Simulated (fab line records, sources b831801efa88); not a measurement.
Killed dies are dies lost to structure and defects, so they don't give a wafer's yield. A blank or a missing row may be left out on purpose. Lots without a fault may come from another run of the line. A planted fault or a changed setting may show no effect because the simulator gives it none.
Problem report in the 8D (eight disciplines) form, filled by code | flow sky130 | the parts of the form that need people (team, actions taken, sign-off) are left out

1. THE PROBLEM
beam_energy_keV at SKY_RES_XHIGH_IMPLANT_07 reads a mean of 18.878 on 6 wafers of 2 lots; wafers without a fault read 19.999 with a standard deviation of 0.0059. That is -99 or more standard deviations from the usual mean.
First seen on wafer L731.2, day 32 03:37, on implanter-04. The record holds 18 wafers of 6 lots with a number at this step. Rule for "out", or "out of limits": more than 4 standard deviations from the usual mean. The other wafers with a number count as sound.

2. WHAT IT IS AND WHAT IT IS NOT
question                    | is                     | is not
which readings at this step | beam_energy_keV        | -
which lots                  | L731, L735             | L725, L729, L739, L742
which wafers of those lots  | all that have a number | -
read on which tools         | implanter-04           | implanter-03
when                        | from day 32 03:37      | up to then (6 sound wafers); but 6 sound wafers of L739, L742 came after

3. SUSPECTS, AND WHAT RULES EACH OUT
Counting: a tool at a process step up to the reading stays a suspect if it ran every lot that is out and no sound lot after the first of them.
- implanter-04 at SKY_RES_XHIGH_IMPLANT_07: kept. It ran every lot that is out, first L731 (day 32 03:37), and no sound lot after that; its last sound lot up to then is L729 (day 30 05:17). Its own readings are out on those wafers: beam_energy_keV.
Left after counting: implanter-04 at SKY_RES_XHIGH_IMPLANT_07.

4. THE CAUSE (what the simulator had put in)
Process parameter drift: implanter-04, from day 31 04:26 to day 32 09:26, at SKY_RES_XHIGH_IMPLANT_07. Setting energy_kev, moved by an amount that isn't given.
Counting left only this tool.

5. THE CHAIN OF EFFECTS, in route order
Each row: a reading whose mean over the struck wafers that have a number lies more than 3 standard deviations from the usual. Only readings for which the record gives a usual standard deviation are gone through. hours: the time from each lot's start at the first step in this table that gives one to its start at this step, as a median over the lots. sigmas: the change in usual standard deviations.
hours | step                     | reading         | usual  | on struck wafers | change | sigmas
0     | SKY_RES_XHIGH_IMPLANT_07 | beam_energy_keV | 19.999 | 18.878           | -1.121 | -99 or more
The process steps in it:
- SKY_RES_XHIGH_IMPLANT_07

6. WHAT WOULD HAVE CAUGHT IT SOONER
In this record the first reading out of limits was taken at day 32 03:37, 23 hours after the fault began at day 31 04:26.
